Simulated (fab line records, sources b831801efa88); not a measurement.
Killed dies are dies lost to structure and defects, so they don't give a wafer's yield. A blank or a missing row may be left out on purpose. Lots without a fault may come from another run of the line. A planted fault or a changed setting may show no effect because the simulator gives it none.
Tool commonality check | flow sky130 | 12 lots, 36 wafers sampled

WHY IT WAS OPENED
At SKY_FIELD_ISO_THK_MEAS_25 the reading FIELD_ISO_CVD_24_THK is flagged on 2 of 12 lots. Wafers without a fault read 597 nm, standard deviation 6.
Rule: a lot is flagged when every wafer of it that has a number lies more than 4 standard deviations from that mean, or none has a number. The other lots count as sound.

lot  | measured    | on            | FIELD_ISO_CVD_24_THK (nm), wafer by wafer | flag
L299 | day 2 09:02 | film_metro-02 | 592 590 591                               |
L300 | day 2 10:56 | film_metro-04 | 605 612 600                               |
L301 | day 2 19:11 | film_metro-02 | 591 599 600                               |
L303 | day 3 04:35 | film_metro-02 | 595 590 592                               |
L304 | day 3 13:31 | film_metro-04 | 597 592 603                               |
L307 | day 4 02:03 | film_metro-03 | 601 593 599                               |
L310 | day 4 18:13 | film_metro-03 | 593 586 593                               |
L311 | day 4 22:22 | film_metro-04 | 608 600 607                               |
L315 | day 5 20:28 | film_metro-04 | 783 782 774                               | FLAGGED
L316 | day 6 00:35 | film_metro-04 | 782 775 774                               | FLAGGED
L320 | day 6 19:53 | film_metro-03 | 603 608 606                               |
L322 | day 7 08:10 | film_metro-04 | 596 602 606                               |
The numbers of the flagged lots are 778 nm on average: +181 nm against the usual, or +30 standard deviations.

WHICH TOOL RAN EACH LOT
The record holds 1 process step before the reading, out of a route of 708 steps. In each cell: the tool, then ch and the chambers that the sampled wafers went through, then the start.
lot  | flag    | SKY_FIELD_ISO_CVD_24
L299 |         | hdpcvd-02 ch 1,2, day 2 08:58
L300 |         | hdpcvd-01 ch 1,2, day 2 10:50
L301 |         | hdpcvd-01 ch 0,1,2, day 2 19:07
L303 |         | hdpcvd-01 ch 0,1,2, day 3 04:30
L304 |         | hdpcvd-01 ch 0,1,2, day 3 13:27
L307 |         | hdpcvd-02 ch 0,1, day 4 01:58
L310 |         | hdpcvd-01 ch 0,2, day 4 18:07
L311 |         | hdpcvd-02 ch 0,1, day 4 22:16
L315 | FLAGGED | hdpcvd-01 ch 0,2, day 5 20:23
L316 | FLAGGED | hdpcvd-01 ch 0,1,2, day 6 00:31
L320 |         | hdpcvd-02 ch 0,1,2, day 6 19:49
L322 |         | hdpcvd-02 ch 1,2, day 7 08:05
What these steps do:
- SKY_FIELD_ISO_CVD_24: deposits SiO2, target thk 595 nm, time 99.2 s.
- SKY_FIELD_ISO_THK_MEAS_25

FLAGGED OVER TOTAL, TOOL BY TOOL (the gauges that took the reading come last)
step                      | tool          | lots run | flagged | share of the flagged lots | sound lots run after its first flagged lot
SKY_FIELD_ISO_CVD_24      | hdpcvd-01     | 7        | 2       | all                       | 0
SKY_FIELD_ISO_CVD_24      | hdpcvd-02     | 5        | 0       | none                      | -
SKY_FIELD_ISO_THK_MEAS_25 | film_metro-02 | 3        | 0       | none                      | -
SKY_FIELD_ISO_THK_MEAS_25 | film_metro-03 | 3        | 0       | none                      | -
SKY_FIELD_ISO_THK_MEAS_25 | film_metro-04 | 6        | 2       | all                       | 1 (L322)

WHAT THE TABLE ALLOWS
2 rows of the table ran every flagged lot: hdpcvd-01 at SKY_FIELD_ISO_CVD_24, film_metro-04 at SKY_FIELD_ISO_THK_MEAS_25.
- hdpcvd-01 at SKY_FIELD_ISO_CVD_24: 2 of its 7 lots flagged. Its last sound lot is L310 (day 4 18:07), its first flagged lot L315 (day 5 20:23): a fault that began between those two fits.
- film_metro-04 at SKY_FIELD_ISO_THK_MEAS_25: 2 of its 6 lots flagged. Sound lots ran on it after the first flagged one (L322), which a lasting fault on the whole tool wouldn't allow.
One tool is left: hdpcvd-01 at SKY_FIELD_ISO_CVD_24.

WHAT THE SIMULATOR HAD PUT IN
Process parameter drift: hdpcvd-01, from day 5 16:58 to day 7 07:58, at SKY_FIELD_ISO_CVD_24. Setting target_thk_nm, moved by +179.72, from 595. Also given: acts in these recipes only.
Lots struck among those shown: L315, L316. The rule above found the same.
